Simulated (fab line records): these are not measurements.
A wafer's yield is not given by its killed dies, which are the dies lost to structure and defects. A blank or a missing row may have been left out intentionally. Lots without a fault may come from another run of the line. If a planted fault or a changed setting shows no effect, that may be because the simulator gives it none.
Which tool did it? ; flow gf180mcu ; route of 602 steps, sampled at 1 step: 12 lots, 36 wafers

## WHAT THE GAUGES SHOWED, per wafer
GF_STI_CD_MEAS_12: the cd target is 220 nm.
lot;measured;on;cdNm (nm)
L075;day 2 06:13;cdSem-02;219.2 219.3 220.8
L077;day 2 18:20;cdSem-01;219.4 219.1 220.1
L079;day 3 03:45;cdSem-01;219.3 220.2 218.3
L081;day 3 13:25;cdSem-02;219.8 219.2 220.4
L083;day 4 01:58;cdSem-01;219.1 218.9 219.3
L085;day 4 13:03;cdSem-02;218.7 219.3 218.1
L087;day 4 21:00;cdSem-01;219.6 220.0 220.7
L089;day 5 06:52;cdSem-02;218.5 219.2 219.7
L091;day 5 17:25;cdSem-01;219.1 219.0 218.8
L093;day 6 04:35;cdSem-02;220.4 220.8 219.6
L095;day 6 14:09;cdSem-01;219.8 219.7 219.6
L097;day 7 00:09;cdSem-02;220.0 220.3 219.9

## WHAT TOOL EACH LOT RAN ON (gives the tool, then ch and the chambers of the sampled wafers, and finally the start)
Before these readings, the record contains no process step.

## THE ANSWER, worked out from the rows above alone
Rule: the lots themselves supply what counts as usual. Put in order of their means at a reading, lots are off if they are a third of the lots or fewer, leave a main group of 4 or more, and stand apart from it by a gap of 3 or more times the standard deviation of the main group's means; of several such gaps the widest counts. Not used: any main group whose means are identical at the precision the tables above print for the reading. A lot without any number at a reading at which 4 lots or more have one is off too. Any other lot the step has rows for is counted as sound.
No lot is off on any of the readings shown, so nothing can be concluded from this.

## WHAT WAS PUT IN BY THE SIMULATOR
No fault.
